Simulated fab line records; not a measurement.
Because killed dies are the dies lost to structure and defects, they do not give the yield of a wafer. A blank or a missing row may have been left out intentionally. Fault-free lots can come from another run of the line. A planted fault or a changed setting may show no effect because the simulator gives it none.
Chamber matching :: flow sky130 :: SKY_POLY_CUT_ETCH_10 on rie_diel-04: 4 sister chambers
The step etches BARC in N2/H2, stops on SiO2, time 45.9 s, target depth 60 nm. 8 wafers are shown with their chamber, then 7 later ones without.

EACH WAFER AND ITS CHAMBER
wafer: L082.5
chamber: 2
drypump_motor_current_A (A): 6.3
throttle_valve_pct (%): 13.222

wafer: L088.2
chamber: 2
drypump_motor_current_A (A): 6.2
throttle_valve_pct (%): 13.228

wafer: L088.6
chamber: 3
drypump_motor_current_A (A): 6.4
throttle_valve_pct (%): 13.223

wafer: L089.1
chamber: 1
drypump_motor_current_A (A): 5.7
throttle_valve_pct (%): 13.219

wafer: L089.2
chamber: 0
drypump_motor_current_A (A): 5.3
throttle_valve_pct (%): 13.208

wafer: L089.5
chamber: 0
drypump_motor_current_A (A): 5.2
throttle_valve_pct (%): 13.239

wafer: L090.4
chamber: 3
drypump_motor_current_A (A): 6.4
throttle_valve_pct (%): 13.218

wafer: L090.5
chamber: 1
drypump_motor_current_A (A): 5.7
throttle_valve_pct (%): 13.241

WAFERS WITH NO CHAMBER GIVEN
wafer: L090.6
drypump_motor_current_A (A): 5.3
throttle_valve_pct (%): 13.231

wafer: L096.3
drypump_motor_current_A (A): 5.3
throttle_valve_pct (%): 13.228

wafer: L096.4
drypump_motor_current_A (A): 6.3
throttle_valve_pct (%): 13.235

wafer: L096.5
drypump_motor_current_A (A): 5.3
throttle_valve_pct (%): 13.224

wafer: L097.1
drypump_motor_current_A (A): 5.2
throttle_valve_pct (%): 13.221

wafer: L097.3
drypump_motor_current_A (A): 6.4
throttle_valve_pct (%): 13.234

wafer: L097.4
drypump_motor_current_A (A): 6.4
throttle_valve_pct (%): 13.214

WHICH CHAMBER EACH WENT THROUGH
wafer: L090.6
from the rows above: 0
in truth: 0

wafer: L096.3
from the rows above: 0
in truth: 0

wafer: L096.4
from the rows above: can't be placed: 2 or 3
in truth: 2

wafer: L096.5
from the rows above: 0
in truth: 0

wafer: L097.1
from the rows above: 0
in truth: 0

wafer: L097.3
from the rows above: 3
in truth: 3

wafer: L097.4
from the rows above: 3
in truth: 3
6 of 7 placed correctly. Cannot be placed on the basis of these rows: 1; the candidates contain the true chamber in 1. Placed wrongly: 0.
How it was worked out, from the rows above alone: a wafer's distance from a chamber is the root of the sum, over the readings, of the square of ((its reading less the chamber's mean) divided by the reading's scatter). If the next closest chamber is less than 2 further off than the closest, the wafer can't be placed; otherwise it belongs to the closest. The mean given for a chamber averages the wafers shown for that chamber. The scatter: the root of (the sum of the squares of (reading less its chamber's mean) over the shown wafers, divided by (wafers less chambers)).
